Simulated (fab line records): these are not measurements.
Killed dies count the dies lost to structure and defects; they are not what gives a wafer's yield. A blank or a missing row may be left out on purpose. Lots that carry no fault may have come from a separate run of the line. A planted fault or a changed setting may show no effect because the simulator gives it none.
fab line records | flow sky130
record: lots: 14 wafers: 42 last-day: 51
route steps=708 shown VIA3@597 METAL4@601 VIA4@641
lots that met no fault: taken from a fault-free run of the same line
start-h: hours from the record's first day to the start of the lot's first wafer shown | wait-h: how many hours have passed since the lot's step before this one | " same as the row above | L1.1+2: several wafers, shown together as one row | - no value, or no start given | * or withheld: withheld | < > ~ a bound
route shown NAME@n: names a module that has steps shown in the file, with the first one's number in the route | usual: mean/standard deviation of fault-free wafers | same: alike in all rows | chamber/n: place in a boat | sites: per-site readings | _std_site: the standard deviation of these | _edge_site: inner sites' mean taken away from outer sites' mean | radius-mm: for every site, how far away it sits from the centre of the wafer | mask NAME#n: copy n | behind: tool/chamber where the wafer was last shaped | hold: what put the lot on hold/how long, in hours/how the hold closed | device: which transistor (n, p or np) failed to switch | end of line: the tests these same wafers got at the end of their route | step lacking rows: just its recipe | killed: dies lost to structure and defects at the first sort, not the wafer's yield | map: a wafer's dies, marking killed ones x, the rest . and places with no die _
set.NAME: the setting as run; set.NAME@STEP: as run at that earlier step | model.NAME: the simulator's own value behind a step, which no gauge read
steps of the route over a sample of lots; a table a step, a row a wafer
services: a tool's chamber out of use, with start hour (start-h, from the record's first day; less than 0 if before it), hours out, and reason
== steps ==
step: SKY_VIA3_CMP_24
recipe: stop-on: SiO2 t-overpolish-s: 20 down-force-psi: 3.5 platen-rpm: 60 target-thk-nm: 0 pad-velocity-m-s: 0.94248
usual: motor-current-A: 10.7/1.1 overpolish-run-s: 20.000/0.0095 time-to-endpoint-s: 95/3.3
columns lot.wafer tool chamber start-h wait-h motor-current-A overpolish-run-s time-to-endpoint-s
L140.1 cmp-01 2 925.03 0.4 9.3 19.991 92
L140.2 " 3 " " 9.4 19.987 97
L140.3 " 0 " " 13.6 20.000 91
L141.2 cmp-02 0 954.18 0.1 10.4 19.988 99
L141.3 " 1 " " 11.8 20.001 91
L141.6 " 2 " " 10.8 19.988 93
L142.1 cmp-01 2 955.67 0.1 9.6 19.992 95
L142.5 " 2 " " 9.8 20.012 96
L142.6 " 3 " " 9.6 19.998 91
L143.1 cmp-02 3 955.94 0.1 11.4 20.000 97
L143.4 " 2 " " 10.3 19.995 91
L143.5 " 3 " " 11.2 19.993 94
L145.4 cmp-02 1 956.71 0.0 11.7 20.001 91
L145.3 " 2 " " 11.2 19.993 94
L145.5 " 1 " " 11.0 20.000 92
L150.4 cmp-01 2 994.32 0.0 10.2 20.005 102
L150.3 " 1 " " 10.9 20.001 99
L150.6 " 3 " " 9.4 20.008 96
L151.1 cmp-02 2 997.13 0.1 11.1 20.001 91
L151.2 " 3 " " 10.9 19.988 99
L151.3 " 0 " " 9.9 19.996 97
L153.4 cmp-02 2 1021.26 0.0 10.4 20.014 88
L153.3 " 3 " " 11.2 19.999 93
L153.6 " 2 " " 10.0 20.004 89
L154.1 cmp-01 0 1021.58 0.1 12.9 20.004 98
L154.3 " 2 " " 10.4 19.999 93
L154.6 " 1 " " 9.9 20.001 98
L156.3 cmp-01 3 1039.92 0.0 8.9 20.017 100
L156.1 " 0 " " 12.7 19.982 98
L156.4 " 1 " " 10.5 20.002 102
L157.3 cmp-02 2 1043.52 0.1 10.6 20.013 87
L157.5 " 2 " " 10.3 20.007 93
L157.6 " 3 " " 10.6 20.001 94
L161.1 cmp-01 3 1083.27 0.1 9.6 19.993 97
L161.3 " 0 " " 12.4 20.017 98
L161.6 " 1 " " 10.2 20.007 97
L163.4 cmp-02 2 1106.50 0.0 9.9 19.995 95
L163.1 " 3 " " 11.2 20.005 98
L163.2 " 0 " " 9.8 19.990 101
L162.4 cmp-01 1 1106.77 0.0 9.9 20.019 91
L162.3 " 3 " " 10.0 19.996 88
L162.1 " 0 " " 13.1 20.009 92
step: SKY_METAL4_SPUTTER_03
recipe: material: Ti target-thk-nm: 5 power-w: 3000 time-s: 3.3 chamber-pressure-pa: 0.4
usual: throttle-valve-pct: 30.4/1.1
columns lot.wafer tool chamber start-h wait-h throttle-valve-pct
L140.1 pvd-sputter-02 - 925.41 0.0 29.1
L140.2 " - " " 30.6
L140.3 " - " " 31.8
L141.2 pvd-sputter-01 - 954.47 0.0 31.0
L141.3 " - " " 30.9
L141.6 " - " " 32.4
L142.1 pvd-sputter-02 - 956.05 0.0 30.4
L142.5 " - " " 28.9
L142.6 " - " " 30.2
L143.1 pvd-sputter-03 - 956.33 0.0 30.2
L143.4 " - " " 28.7
L143.5 " - " " 28.5
L145.3 pvd-sputter-03 - 957.09 0.0 28.9
L145.4 " - " " 31.0
L145.5 " - " " 29.9
L150.3 pvd-sputter-02 - 994.71 0.0 29.0
L150.4 " - " " 30.2
L150.6 " - " " 28.9
L151.1 pvd-sputter-02 - 997.51 0.0 30.3
L151.2 " - " " 28.8
L151.3 " - " " 30.4
L153.3 pvd-sputter-01 - 1021.65 0.0 31.1
L153.4 " - " " 30.7
L153.6 " - " " 30.6
L154.1 pvd-sputter-03 - 1021.97 0.0 28.7
L154.3 " - " " 30.0
L154.6 " - " " 29.7
L156.1 pvd-sputter-01 - 1040.31 0.0 30.9
L156.3 " - " " 32.5
L156.4 " - " " 30.7
L157.3 pvd-sputter-03 - 1043.91 0.0 30.0
L157.5 " - " " 28.6
L157.6 " - " " 29.8
L161.1 pvd-sputter-03 - 1083.56 0.0 30.2
L161.3 " - " " 28.8
L161.6 " - " " 30.1
L163.1 pvd-sputter-03 - 1106.88 0.0 29.7
L163.2 " - " " 30.1
L163.4 " - " " 28.8
L162.1 pvd-sputter-03 - 1107.16 0.0 29.9
L162.3 " - " " 28.5
L162.4 " - " " 30.0
step: SKY_METAL4_METAL_ETCH_18
recipe: target-depth-a: 8450 stop-on: SiO2 over-etch-frac: 0.3 time-s: 183.1 chemistry: Cl2/BCl3 resist-sidewall-deg: 88 pressure-mtorr: 10 icp-w: 900 bias-w: 48.5 Cl2_flow_sccm: 60 bcl3-flow-sccm: 30
usual: chamber-pressure-mTorr: 10.000/0.0096 drypump-motor-current-A: 6.0/0.38 oes-product-au: 0.865/0.0058 throttle-valve-pct: 22.264/0.0082
columns lot.wafer tool chamber start-h wait-h chamber-pressure-mTorr drypump-motor-current-A oes-product-au rf-hours-counter-h throttle-valve-pct
L140.1 rie-metal-02 1 973.36 0.0 10.001 5.3 0.869 8 22.278
L140.2 " 0 " " 9.985 6.3 0.880 12 22.279
L140.3 " 0 " " 9.998 6.3 0.878 - 22.266
L141.2 rie-metal-03 0 1000.36 0.0 10.004 5.9 0.863 6 22.265
L141.3 " 0 " " 9.997 5.9 0.863 - 22.266
L141.6 " 1 " " 10.009 6.4 0.873 - 22.263
L142.1 rie-metal-04 0 1000.67 0.0 10.003 6.0 0.858 8 22.263
L142.5 " 1 " " 10.002 5.8 0.863 - 22.270
L142.6 " 0 " " 10.012 6.0 0.864 - 22.250
L143.1 rie-metal-02 1 1001.12 0.0 9.995 5.3 0.870 9 22.255
L143.4 " 1 " " 9.986 5.3 0.872 - 22.267
L143.5 " 0 " " 10.011 6.3 0.867 - 22.265
L145.3 rie-metal-03 0 1003.12 0.1 9.991 5.9 0.860 - 22.265
L145.4 " 1 " " 9.994 6.4 0.861 - 22.262
L145.5 " 1 " " 9.995 6.4 0.856 - 22.263
L150.3 rie-metal-03 1 1041.52 0.1 10.014 6.4 0.869 - 22.259
L150.4 " 0 " " 9.988 5.9 0.869 - 22.263
L150.6 " 0 " " 10.007 5.9 0.853 - 22.267
L151.1 rie-metal-02 0 1044.02 0.0 10.000 6.3 0.865 16 22.253
L151.2 " 1 " " 10.000 5.3 0.868 12 22.267
L151.3 " 1 " " 9.990 5.3 0.868 - 22.274
L153.3 rie-metal-02 0 1066.48 0.1 9.993 6.3 0.859 - 22.252
L153.4 " 0 " " 10.001 6.3 0.858 - 22.258
L153.6 " 0 " " 9.996 6.3 0.860 - 22.263
L154.1 rie-metal-04 1 1067.02 0.0 9.996 5.7 0.869 5 22.274
L154.3 " 0 " " 9.980 6.0 0.867 - 22.278
L154.6 " 0 " " 10.006 6.0 0.859 - 22.257
L156.1 rie-metal-03 0 1084.53 0.0 9.997 5.9 0.870 12 22.262
L156.3 " 0 " " 9.997 5.9 0.870 - 22.278
L156.4 " 1 " " 9.993 6.4 0.871 - 22.268
L157.3 rie-metal-03 0 1087.38 0.1 10.010 5.9 0.866 - 22.264
L157.5 " 0 " " 9.997 5.9 0.864 - 22.253
L157.6 " 1 " " 10.006 6.4 0.865 - 22.264
L161.1 rie-metal-03 1 1125.37 0.0 10.000 6.4 0.875 22 22.274
L161.3 " 0 " " 9.978 5.8 0.870 - 22.256
L161.6 " 1 " " 9.984 6.4 0.872 - 22.255
L163.1 rie-metal-04 0 1145.87 0.0 10.001 6.0 0.867 18 22.262
L163.2 " 1 " " 10.000 5.7 0.862 11 22.275
L163.4 " 0 " " 10.002 6.0 0.862 - 22.281
L162.1 rie-metal-03 1 1146.98 0.0 9.973 6.5 0.870 24 22.265
L162.3 " 1 " " 10.001 6.4 0.869 - 22.263
L162.4 " 0 " " 10.011 5.9 0.868 - 22.271
step: SKY_METAL4_STRIP_19
recipe: chemistry: O2/N2 power-w: 1400 pressure-mtorr: 1500 platen-temp-c: withheld o2-flow-sccm: 3000 n2-flow-sccm: 300 overash-fraction: 0.5
usual: chamber-pressure-mTorr: 1499.9/1.4 drypump-motor-current-A: 5.7/0.59 oes-product-au: 0.501/0.0059 strip-time-to-endpoint-s: 6.51/0.077
columns lot.wafer tool chamber start-h wait-h chamber-pressure-mTorr drypump-motor-current-A oes-product-au rf-hours-counter-h strip-time-to-endpoint-s
L140.1 plasma-asher-02 1 973.54 0.1 1499.4 4.9 0.496 84 6.45
L140.2 " 0 " " 1500.7 5.7 0.497 84 6.43
L140.3 " 0 " " 1500.3 5.8 0.492 - 6.43
L141.2 plasma-asher-02 1 1000.53 0.1 1498.3 4.9 0.496 86 6.46
L141.3 " 0 " " 1498.7 5.7 0.497 - 6.45
L141.6 " 1 " " 1501.3 4.9 0.498 - 6.49
L142.1 plasma-asher-03 1 1000.85 0.1 1499.3 5.5 0.504 120 6.57
L142.5 " 1 " " 1500.5 5.5 0.506 - 6.62
L142.6 " 0 " " 1500.6 6.5 0.505 - 6.60
L143.1 plasma-asher-04 1 1001.29 0.1 1500.9 6.0 0.504 59 6.54
L143.4 " 0 " " 1500.3 6.4 0.498 - 6.50
L143.5 " 1 " " 1497.9 6.0 0.502 - 6.45
L145.3 plasma-asher-04 1 1003.28 0.1 1498.3 6.0 0.492 - 6.42
L145.4 " 0 " " 1502.6 6.5 0.501 - 6.55
L145.5 " 1 " " 1499.9 6.0 0.503 - 6.55
L150.3 plasma-asher-02 0 1041.68 0.1 1499.4 5.7 0.504 - 6.60
L150.4 " 1 " " 1500.9 4.9 0.497 - 6.52
L150.6 " 0 " " 1499.1 5.7 0.494 - 6.45
L151.1 plasma-asher-02 0 1044.20 0.1 1498.5 5.7 0.543 89 7.54
L151.2 " 1 " " 1499.7 4.9 0.493 89 6.47
L151.3 " 1 " " 1501.0 4.9 0.490 - 6.41
L153.3 plasma-asher-04 0 1066.75 0.2 1500.0 6.5 0.542 - 7.56
L153.4 " 1 " " 1498.6 6.0 0.547 - 7.54
L153.6 " 1 " " 1498.5 5.9 0.542 - 7.53
L154.1 plasma-asher-02 0 1067.20 0.1 1496.5 5.7 0.509 91 6.65
L154.3 " 1 " " 1500.9 4.9 0.509 - 6.58
L154.6 " 1 " " 1498.5 4.9 0.501 - 6.64
L156.1 plasma-asher-03 0 1084.70 0.1 1504.9 6.5 0.497 2 6.37
L156.3 " 0 " " 1497.6 6.5 0.498 - 6.43
L156.4 " 1 " " 1502.8 5.5 0.497 - 6.47
L157.3 plasma-asher-02 0 1087.53 0.1 1499.1 5.8 0.491 - 6.44
L157.5 " 0 " " 1495.7 5.7 0.496 - 6.45
L157.6 " 1 " " 1500.0 4.9 0.501 - 6.55
L161.1 plasma-asher-02 1 1125.54 0.1 1498.2 4.9 0.504 97 6.57
L161.3 " 1 " " 1498.8 4.9 0.501 - 6.51
L161.6 " 0 " " 1499.4 5.8 0.504 - 6.57
L163.1 plasma-asher-02 1 1146.05 0.1 1498.5 4.9 0.505 99 6.57
L163.2 " 0 " " 1499.5 5.7 0.515 99 6.62
L163.4 " 0 " " 1501.5 5.7 0.509 - 6.56
L162.1 plasma-asher-03 1 1147.16 0.1 1502.9 5.5 0.500 8 6.67
L162.3 " 1 " " 1502.8 5.5 0.507 - 6.56
L162.4 " 0 " " 1502.5 6.6 0.491 - 6.49
step: SKY_VIA4_CMP_02
recipe: material: SiO2 down-force-psi: 4 platen-rpm: 60 pad-velocity-m-s: 0.94248
usual: motor-current-A: 11.7/1.2
columns lot.wafer tool chamber start-h wait-h motor-current-A
L140.3 cmp-02 3 974.49 0.1 11.4
L140.2 " 0 " " 11.0
L140.1 " 2 " " 10.8
L141.2 cmp-02 3 1001.45 0.1 12.1
L141.3 " 0 " " 10.5
L141.6 " 3 " " 12.6
L142.1 cmp-01 1 1001.84 0.2 11.1
L142.6 " 2 " " 10.3
L142.5 " 3 " " 10.3
L143.1 cmp-02 0 1002.13 0.1 10.1
L143.4 " 1 " " 13.7
L143.5 " 0 " " 10.2
L145.3 cmp-02 3 1004.11 0.0 11.7
L145.4 " 0 " " 11.1
L145.5 " 3 " " 11.9
L150.4 cmp-01 3 1042.91 0.0 10.7
L150.3 " 1 " " 11.3
L150.6 " 0 " " 13.7
L151.1 cmp-01 0 1045.09 0.1 14.5
L151.3 " 1 " " 11.5
L151.2 " 2 " " 10.6
L153.3 cmp-01 2 1067.81 0.3 10.6
L153.4 " 3 " " 10.1
L153.6 " 2 " " 11.0
L154.3 cmp-01 3 1068.16 0.2 10.6
L154.1 " 1 " " 12.4
L154.6 " 2 " " 10.9
L156.1 cmp-01 2 1085.66 0.1 10.4
L156.3 " 3 " " 10.5
L156.4 " 0 " " 14.1
L157.3 cmp-02 2 1088.81 0.5 12.0
L157.5 " 1 " " 12.3
L157.6 " 2 " " 10.9
L161.3 cmp-02 0 1126.47 0.1 11.0
L161.1 " 2 " " 11.3
L161.6 " 0 " " 11.1
L163.4 cmp-01 1 1146.88 0.0 10.7
L163.1 " 2 " " 10.6
L163.2 " 3 " " 9.9
L162.3 cmp-02 2 1147.99 0.0 11.6
L162.4 " 3 " " 11.9
L162.1 " 1 " " 12.9
== services ==
columns tool chamber start-h hours kind
cmp-02 - 912.00 4.0 pm
cmp-02 - 916.51 7.4 repair
cmp-02 - 923.87 5.9 pm
rie-metal-03 - 926.66 0.4 repair
pvd-sputter-02 - 939.26 2.4 repair
cmp-02 - 944.50 1.1 repair
rie-metal-02 1 947.03 5.7 repair
rie-metal-02 0 951.45 15.9 repair
cmp-02 - 969.03 0.2 repair
cmp-01 - 971.42 7.8 repair
pvd-sputter-03 - 994.98 2.5 repair
cmp-01 - 1009.73 5.6 pm
plasma-asher-02 - 1014.33 13.6 repair
cmp-02 - 1018.90 0.6 repair
cmp-02 - 1030.52 1.1 repair
plasma-asher-02 - 1032.09 2.8 pm
rie-metal-03 1 1058.82 4.3 repair
cmp-02 - 1059.29 0.7 repair
cmp-02 - 1065.53 1.2 repair
cmp-01 - 1081.39 0.6 repair
cmp-01 - 1087.01 4.0 pm
pvd-sputter-03 - 1093.89 1.9 repair
rie-metal-03 - 1109.04 0.6 repair
cmp-02 - 1120.53 5.4 pm
== key ==
first-sign: step: SKY_METAL4_STRIP_19 reading: strip-time-to-endpoint-s direction: up sigmas: 13 usual: * struck: *
effect: step: SKY_METAL4_STRIP_19 reading: oes-product-au direction: up sigmas: 7.2 usual: 0.501 struck: 0.543
met-at SKY_METAL4_METAL_ETCH_18
struck-lots L151,L153
struck-wafers L151.1,L153.3,L153.4,L153.6
sort-left-out L151.1,L153.3,L153.4,L153.6
not-acting-at SKY_VIA3_CMP_24,SKY_METAL4_SPUTTER_03,SKY_VIA4_CMP_02
onset-between 1001.12 1044.02
fault: kind: process-parameter-drift tool: rie-metal-02 chamber: 0 onset-h: 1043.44 steps: SKY_METAL4_METAL_ETCH_18 channel: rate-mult offset: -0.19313 shape: step end-h: 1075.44
sort-left-out: the simulated sort isn't trusted on such a fault, so these wafers' sort isn't shown, and their yield isn't known
